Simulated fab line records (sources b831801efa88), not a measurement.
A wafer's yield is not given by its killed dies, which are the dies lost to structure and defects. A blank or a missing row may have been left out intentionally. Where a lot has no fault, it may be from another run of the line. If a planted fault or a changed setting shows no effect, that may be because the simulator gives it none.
fab line records	flow sky130
record: lots: 6	wafers: 18	last_day: 50
route steps=708 shown VIA2@520 METAL3@532
lots that met no fault: taken from a fault-free run of the same line
start_h: hours from the record's first day to the start of the lot's first wafer shown	wait_h: time in hours since the lot's previous step	" identical to the entry in the row above	L1.1+2: several wafers, shown together as one row	- no value present, or no start provided	* or withheld: withheld	< > ~ a bound
route shown NAME@n: a module of which the file shows steps, and the number in the route of the first	usual: mean/standard deviation taken from wafers without a fault	same: alike in all rows	chamber/n: place in a boat	sites: readings site by site	_std_site: standard deviation of those values	_edge_site: mean of outer sites minus mean of inner sites	radius_mm: for every site, how far away it sits from the centre of the wafer	mask NAME#n: copy n	behind: the tool/chamber that last shaped the wafer	hold: what put the lot on hold/how long, in hours/how the hold closed	device: which transistor (n, p or np) failed to switch	end of line: the same wafers' tests at the end of the route	a step without rows: its recipe alone	killed: the dies lost at the first sort to structure and to defects; this is not the yield of the wafer	map: dies across one wafer; x = killed, . = not, _ = none there
set.NAME: the run value of the setting; set.NAME@STEP: its run value at that earlier step	model.NAME: the simulator's own value behind a step, which no gauge read
lots seen at some steps along the route; tables by step, rows by wafer
services: a tool's chamber out of use, with start hour (start_h, from the record's first day; less than 0 if before it), hours out, and reason
== steps ==
step: SKY_VIA2_OVL_MEAS_13
usual: VIA2_OVL: -2/4.6
lot.wafer	tool	chamber	start_h	wait_h	VIA2_OVL[nm]
L245.1	overlay-01	-	847.03	0.1	2
L245.2	"	-	"	"	1
L245.5	"	-	"	"	-1
L248.1	overlay-01	-	868.83	0.1	-1
L248.4	"	-	"	"	2
L248.6	"	-	"	"	1
L251.2	overlay-01	-	933.58	0.1	1
L251.3	"	-	"	"	-7
L251.4	"	-	"	"	0
L255.1	overlay-01	-	934.19	0.1	-7
L255.2	"	-	"	"	-6
L255.4	"	-	"	"	-8
L264.1	overlay-02	-	995.03	0.1	8
L264.2	"	-	"	"	-3
L264.3	"	-	"	"	-4
L265.2	overlay-02	-	996.75	0.1	-5
L265.4	"	-	"	"	-3
L265.6	"	-	"	"	2
step: SKY_VIA2_ETCH_14
recipe: chemistry: N2/H2	target: BARC	ion_energy_ev: 200	source_w: 500	bias_w: 100	pressure_mtorr: 30	n2_flow_sccm: 100	h2_flow_sccm: 200	stop_on: SiO2	time_s: 45.9	target_depth_a: 600
usual: drypump_motor_current_A: 5.9/0.53	h2_flow_sccm: 200.0/0.61	oes_product_au: 0.856/0.0046	throttle_valve_pct: 13.226/0.0087
lot.wafer	tool	chamber	start_h	wait_h	drypump_motor_current_A	h2_flow_sccm	oes_product_au	rf_hours_counter_h	throttle_valve_pct
L245.1	rie_diel-03	0	847.06	0.0	5.9	199.8	0.848	9	13.220
L245.2	"	1	"	"	5.8	201.6	0.855	25	13.241
L245.5	"	0	"	"	5.9	200.1	0.857	-	13.225
L248.1	rie_diel-03	0	868.87	0.0	5.8	200.5	0.856	10	13.229
L248.4	"	2	"	"	6.6	199.3	0.858	28	13.220
L248.6	"	1	"	"	5.8	199.9	0.855	-	13.224
L251.2	rie_diel-03	3	933.61	0.0	5.4	200.8	0.860	22	13.200
L251.3	"	0	"	"	5.9	199.1	0.850	12	13.221
L251.4	"	2	"	"	6.6	200.9	0.853	30	13.227
L255.1	rie_diel-01	1	934.23	0.0	6.2	199.5	0.853	9	13.228
L255.2	"	0	"	"	4.9	200.6	0.851	22	13.209
L255.4	"	2	"	"	6.4	199.5	0.861	25	13.236
L264.1	rie_diel-03	2	995.06	0.0	6.6	199.1	0.848	1	13.234
L264.2	"	3	"	"	5.4	200.4	0.855	24	13.221
L264.3	"	1	"	"	5.8	199.6	0.854	31	13.238
L265.2	rie_diel-03	0	996.78	0.0	5.9	199.7	0.858	15	13.233
L265.4	"	1	"	"	5.8	200.1	0.855	31	13.236
L265.6	"	2	"	"	6.6	199.4	0.853	-	13.226
step: SKY_VIA2_ETCH_15
recipe: target: SiO2	chemistry: C4F8/O2/Ar	target_depth_nm: 546	stop_on: TiN	mask_material: KrF-thick	source_w: 1500	bias_w: 1200	pressure_mtorr: 40	c4f8_flow_sccm: withheld	O2_flow_sccm: 6	Ar_flow_sccm: 300	time_s: 84
step: SKY_VIA2_STRIP_16
recipe: chemistry: O2/N2	power_w: 1400	pressure_mtorr: 1500	platen_temp_c: withheld	o2_flow_sccm: 3000	n2_flow_sccm: 300	overash_fraction: 0.5
usual: drypump_motor_current_A: 6.1/0.35	oes_product_au: 0.399/0.0049	strip_time_to_endpoint_s: 4.058/0.024
lot.wafer	tool	chamber	start_h	wait_h	drypump_motor_current_A	oes_product_au	rf_hours_counter_h	strip_time_to_endpoint_s
L245.1	plasma_asher-04	1	847.17	0.0	6.0	0.401	71	4.050
L245.2	"	0	"	"	5.6	0.401	71	4.071
L245.5	"	1	"	"	6.0	0.404	-	4.040
L248.1	plasma_asher-04	1	868.97	0.0	6.0	0.401	73	4.037
L248.4	"	0	"	"	5.6	0.397	-	4.058
L248.6	"	1	"	"	6.0	0.403	-	4.092
L251.2	plasma_asher-03	1	933.72	0.0	6.4	0.402	50	4.049
L251.3	"	0	"	"	5.9	0.401	-	4.069
L251.4	"	1	"	"	6.4	0.401	-	4.062
L255.1	plasma_asher-04	0	934.33	0.0	5.6	0.406	80	4.055
L255.2	"	1	"	"	6.0	0.400	80	4.076
L255.4	"	0	"	"	5.6	0.398	-	4.019
L264.1	plasma_asher-03	1	995.17	0.0	6.4	0.398	57	4.060
L264.2	"	0	"	"	5.9	0.404	57	4.067
L264.3	"	0	"	"	5.9	0.394	-	4.077
L265.2	plasma_asher-04	0	996.88	0.0	5.6	0.395	86	4.069
L265.4	"	0	"	"	5.6	0.395	-	4.056
L265.6	"	0	"	"	5.6	0.391	-	4.087
step: SKY_VIA2_STRIP_17
recipe: chemistry: post_etch_residue_remover	time_s: 1200	temp_c: 72.5
step: SKY_VIA2_CLEAN_18
recipe: chemistry: IPA	time_s: 180	temp_c: 25
step: SKY_VIA2_CLEAN_19
recipe: chemistry: O3/DIW	dry: n2_spin
step: SKY_VIA2_SPUTTER_20
recipe: material: TiN	target_thk_nm: 20	chamber_pressure_pa: 5	power_w: 4000	time_s: 80
usual: cathode_dc_power_W: 3999.9/0.78	chamber_pressure_pa: 5.001/0.0099	throttle_valve_pct: 30.2/0.92
lot.wafer	tool	chamber	start_h	wait_h	cathode_dc_power_W	chamber_pressure_pa	throttle_valve_pct
L245.1	pvd_sputter-01	-	847.88	0.0	3999.5	5.003	31.2
L245.2	"	-	"	"	4000.0	5.000	28.7
L245.5	"	-	"	"	3999.1	5.002	31.3
L248.1	pvd_sputter-02	-	869.69	0.0	3999.8	5.021	31.6
L248.4	"	-	"	"	3999.9	5.012	30.3
L248.6	"	-	"	"	4000.2	5.006	31.3
L251.2	pvd_sputter-01	-	934.36	0.0	3999.8	4.989	30.4
L251.3	"	-	"	"	4000.5	5.006	31.2
L251.4	"	-	"	"	3998.9	4.998	28.8
L255.1	pvd_sputter-02	-	934.99	0.0	3999.8	4.989	31.2
L255.2	"	-	"	"	4000.9	4.995	29.9
L255.4	"	-	"	"	4000.1	4.994	30.4
L264.1	pvd_sputter-04	-	995.94	0.0	4000.4	5.009	31.1
L264.2	"	-	"	"	4000.4	5.005	30.8
L264.3	"	-	"	"	3999.3	5.003	29.5
L265.2	pvd_sputter-04	-	997.58	0.0	3999.9	5.007	30.9
L265.4	"	-	"	"	4000.0	5.017	29.3
L265.6	"	-	"	"	4000.0	4.999	30.9
step: SKY_VIA2_CVD_21
recipe: material: W	target_thk_nm: 420	time_s: 126.4	temp_c: 400	pressure_torr: 40
usual: heater_power_w: 955/95
lot.wafer	tool	chamber	start_h	wait_h	heater_power_w
L245.1	cvd_w-01	0	847.94	0.0	799
L245.2	"	1	"	"	930
L245.5	"	1	"	"	921
L248.1	cvd_w-02	0	869.75	0.0	956
L248.4	"	0	"	"	959
L248.6	"	1	"	"	1066
L251.2	cvd_w-01	0	934.42	0.0	820
L251.3	"	0	"	"	814
L251.4	"	1	"	"	1016
L255.1	cvd_w-02	1	935.05	0.0	1069
L255.2	"	0	"	"	984
L255.4	"	1	"	"	1056
L264.1	cvd_w-01	1	996.01	0.0	1012
L264.2	"	0	"	"	809
L264.3	"	0	"	"	803
L265.2	cvd_w-01	0	997.64	0.0	796
L265.4	"	0	"	"	789
L265.6	"	1	"	"	1005
step: SKY_VIA2_RS_MEAS_22
recipe: thk_meas_gauge: four-point-probe	reads: W_of_VIA2_CVD_21+TiN_of_VIA2_SPUTTER_20
usual: VIA2_W_RS: 0.270/0.0045
lot.wafer	tool	chamber	start_h	wait_h	VIA2_W_RS[ohm/sq]
L245.1	film_metro-03	-	848.07	0.1	0.272
L245.2	"	-	"	"	0.276
L245.5	"	-	"	"	0.280
L248.1	film_metro-03	-	869.88	0.1	0.271
L248.4	"	-	"	"	0.273
L248.6	"	-	"	"	0.268
L251.2	film_metro-04	-	934.57	0.1	0.272
L251.3	"	-	"	"	0.271
L251.4	"	-	"	"	0.267
L255.1	film_metro-04	-	935.18	0.1	0.266
L255.2	"	-	"	"	0.275
L255.4	"	-	"	"	0.268
L264.1	film_metro-04	-	996.14	0.1	0.265
L264.2	"	-	"	"	0.266
L264.3	"	-	"	"	0.267
L265.2	film_metro-01	-	997.79	0.1	0.265
L265.4	"	-	"	"	0.261
L265.6	"	-	"	"	0.258
step: SKY_VIA2_THK_MEAS_23
recipe: thk_meas_gauge: xrf	reads: W_of_VIA2_CVD_21
usual: VIA2_W_THK: 431/8.4
lot.wafer	tool	chamber	start_h	wait_h	VIA2_W_THK[nm]
L245.1	film_metro-03	-	848.19	0.1	427
L245.2	"	-	"	"	419
L245.5	"	-	"	"	411
L248.1	film_metro-03	-	870.00	0.1	431
L248.4	"	-	"	"	428
L248.6	"	-	"	"	435
L251.2	film_metro-04	-	934.68	0.1	426
L251.3	"	-	"	"	431
L251.4	"	-	"	"	432
L255.1	film_metro-04	-	935.30	0.1	435
L255.2	"	-	"	"	421
L255.4	"	-	"	"	432
L264.1	film_metro-04	-	996.26	0.1	436
L264.2	"	-	"	"	438
L264.3	"	-	"	"	438
L265.2	film_metro-01	-	997.90	0.1	444
L265.4	"	-	"	"	447
L265.6	"	-	"	"	449
step: SKY_VIA2_CMP_24
recipe: stop_on: SiO2	t_overpolish_s: 20	down_force_psi: 3.5	platen_rpm: 60	target_thk_nm: 0	pad_velocity_m_s: 0.94248
usual: motor_current_A: 10.9/1.2	overpolish_run_s: 19.999/0.0094	time_to_endpoint_s: 102/4.7
lot.wafer	tool	chamber	start_h	wait_h	motor_current_A	overpolish_run_s	time_to_endpoint_s
L245.2	cmp-02	1	848.25	0.0	11.1	20.001	102
L245.1	"	2	"	"	10.4	20.010	98
L245.5	"	1	"	"	12.4	20.007	101
L248.1	cmp-01	0	870.06	0.1	10.5	20.019	102
L248.4	"	2	"	"	13.4	19.985	100
L248.6	"	1	"	"	10.1	20.000	99
L251.3	cmp-01	3	934.73	0.0	11.2	19.992	96
L251.2	"	0	"	"	10.1	20.006	98
L251.4	"	2	"	"	13.5	19.983	97
L255.1	cmp-02	2	935.36	0.1	10.6	19.991	108
L255.2	"	3	"	"	9.2	19.995	105
L255.4	"	0	"	"	10.4	20.005	105
L264.2	cmp-01	0	996.46	0.2	10.4	19.996	103
L264.1	"	1	"	"	10.0	19.988	102
L264.3	"	2	"	"	13.9	20.004	99
L265.2	cmp-02	2	997.95	0.0	9.8	20.000	105
L265.4	"	1	"	"	12.3	20.006	113
L265.6	"	2	"	"	10.8	19.986	111
step: SKY_METAL3_SPUTTER_00
recipe: material: Ti	target_thk_nm: 15	power_w: 3000	time_s: 10	chamber_pressure_pa: 0.4
usual: cathode_dc_power_W: 3000.0/0.56	chamber_pressure_pa: 0.4001/0.00081	throttle_valve_pct: 30.1/0.69
lot.wafer	tool	chamber	start_h	wait_h	cathode_dc_power_W	chamber_pressure_pa	throttle_valve_pct
L245.1	pvd_sputter-03	-	848.55	0.2	2999.6	0.3993	29.1
L245.2	"	-	"	"	3000.4	0.4000	29.8
L245.5	"	-	"	"	2999.0	0.3988	29.2
L248.1	pvd_sputter-04	-	870.36	0.2	3000.1	0.4005	31.1
L248.4	"	-	"	"	3001.5	0.3995	29.3
L248.6	"	-	"	"	2999.0	0.4015	31.2
L251.2	pvd_sputter-04	-	935.03	0.2	-	-	-
L251.3	"	-	"	"	-	-	-
L251.4	"	-	"	"	-	-	-
L255.1	pvd_sputter-03	-	935.66	0.2	-	-	-
L255.2	"	-	"	"	-	-	-
L255.4	"	-	"	"	-	-	-
L264.1	pvd_sputter-02	-	996.71	0.1	3000.8	0.3994	31.4
L264.2	"	-	"	"	2999.5	0.4003	29.9
L264.3	"	-	"	"	3000.3	0.3999	30.2
L265.2	pvd_sputter-02	-	998.25	0.2	2999.8	0.3992	30.5
L265.4	"	-	"	"	3000.6	0.4013	30.1
L265.6	"	-	"	"	3000.0	0.4015	30.3
step: SKY_METAL3_SPUTTER_01
recipe: material: TiN	target_thk_nm: 20	power_w: 6500	time_s: 16.7	chamber_pressure_pa: 0.4
== services ==
tool	chamber	start_h	hours	kind
pvd_sputter-02	-	830.89	4.8	repair
pvd_sputter-04	-	847.65	3.6	repair
rie_diel-01	-	852.33	0.3	repair
cmp-02	-	862.43	21.5	repair
pvd_sputter-01	-	866.11	1.0	repair
pvd_sputter-01	-	878.48	3.2	repair
cvd_w-01	-	880.63	14.6	pm
cmp-01	-	883.16	2.1	repair
rie_diel-03	-	883.62	0.6	repair
pvd_sputter-01	-	884.99	2.4	repair
rie_diel-03	1	890.81	6.4	repair
cmp-02	-	894.13	1.2	repair
cmp-01	-	900.75	5.7	repair
rie_diel-01	-	901.04	2.8	pm
cvd_w-01	-	904.00	14.0	pm
cmp-02	-	905.50	1.2	repair
cmp-02	-	910.89	6.7	repair
cmp-01	-	912.45	4.0	pm
cmp-01	-	920.24	1.6	repair
cvd_w-02	1	935.26	21.4	repair
plasma_asher-04	-	935.76	2.8	pm
plasma_asher-04	-	941.83	8.4	repair
cmp-01	-	952.05	1.2	repair
cmp-01	-	989.18	4.0	pm
== key ==
first_sign: step: SKY_METAL3_SPUTTER_00	reading: tool_record	direction: missing
effect none on later readings
met_at SKY_METAL3_SPUTTER_00
struck_wafers L251.2,L251.3,L251.4,L255.1,L255.2,L255.4
later_rows_left_out L251.2,L251.3,L251.4,L255.1,L255.2,L255.4
sort_left_out L251.2,L251.3,L251.4,L255.1,L255.2,L255.4
onset_between 870.36 935.03
fault: kind: skipped_step_whole	tool: pvd_sputter-03,pvd_sputter-04	chamber: -	onset_h: 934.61	steps: SKY_METAL3_SPUTTER_00	scope: struck_lots_only
sort_left_out: the simulated sort isn't trusted on such a fault, so these wafers' sort isn't shown, and their yield isn't known
later_rows_left_out: the simulator's readings of these wafers behind a module that went badly wrong aren't trusted and aren't shown, but for the sort
